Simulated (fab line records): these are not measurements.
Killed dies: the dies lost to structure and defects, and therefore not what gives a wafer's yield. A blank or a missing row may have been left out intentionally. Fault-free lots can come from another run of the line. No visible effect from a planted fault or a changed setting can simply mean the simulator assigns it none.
One fault seen from 2 desks    flow gf180mcu    only its own numbers are on each desk; what lay behind them is given at the end

== AT THE METROLOGY DESK ==
Means of the sampled wafers that have a number, per lot and without regard to the tool the lot ran on: this is what the gauges read. Marked OUT: a lot whose mean sits more than 4 standard deviations from the usual mean, which makes it out of limits; the brackets give that distance.
Columns: A = V2_W_RS at GF_V2_RS_MEAS_24, usual 0.327 ohm/sq; B = V2_W_THK at GF_V2_THK_MEAS_25, usual 352 nm; C = M3_ALCU_RS at GF_M3_RS_MEAS_05, usual 0.0693 ohm/sq; D = M3_ALCU_THK at GF_M3_THK_MEAS_06, usual 445 nm
lot   first seen here  A      B    C                  D
L816  day 20 07:44     0.327  348  0.0702             439
L823  day 23 02:09     0.330  345  0.0689             446
L830  day 25 07:26     0.328  356  0.0633 (-6.6) OUT  493 (+7.5) OUT
L832  day 26 02:56     0.328  347  0.0694             442
L833  day 26 05:43     0.324  351  0.0629 (-7.0) OUT  497 (+8.1) OUT
L838  day 27 14:22     0.328  354  0.0702             439
This desk's finding: out of limits on L830, L833; first on L830, day 25 08:10 (M3_ALCU_RS at GF_M3_RS_MEAS_05). Within limits: L816, L823, L832, L838.

== DESK OF THE TOOL OWNER: pvd-sputter-02 ==
The tool's own readings at GF_M3_SPUTTER_02 (material AlCu, target thk 450 nm, time 23.9 s): means of the sampled wafers that have a number, for each lot that ran on this tool. Marked OUT: a lot whose mean sits more than 4 standard deviations from the usual mean, which makes it out of limits; the brackets give that distance.
Columns: A = throttle-valve-pct at GF_M3_SPUTTER_02, usual 29.7 %
lot   first seen here  A
L816  day 20 08:18     29.5
L823  day 23 02:44     29.3
L830  day 25 08:04     29.3
L833  day 26 06:20     29.0
Result from this desk: across the 4 lots, nothing is out of limits.

== TAKEN TOGETHER ==
On L830, L833, the metrology desk was in a position to raise an alarm at day 25 08:10.
Nothing out of limits was seen by the tool owner's desk.
Tool owner's desk: L830, L833 on record, inside its limits.
On pvd-sputter-02, each named lot ran GF_M3_SPUTTER_02.

== WHAT WAS PUT IN BY THE SIMULATOR ==
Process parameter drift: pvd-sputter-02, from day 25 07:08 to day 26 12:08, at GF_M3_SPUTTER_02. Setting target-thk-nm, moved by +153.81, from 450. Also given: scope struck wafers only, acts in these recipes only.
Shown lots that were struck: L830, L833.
Time in hours between the start of the fault and the first out-of-limits reading at each desk: metrology desk, 1.
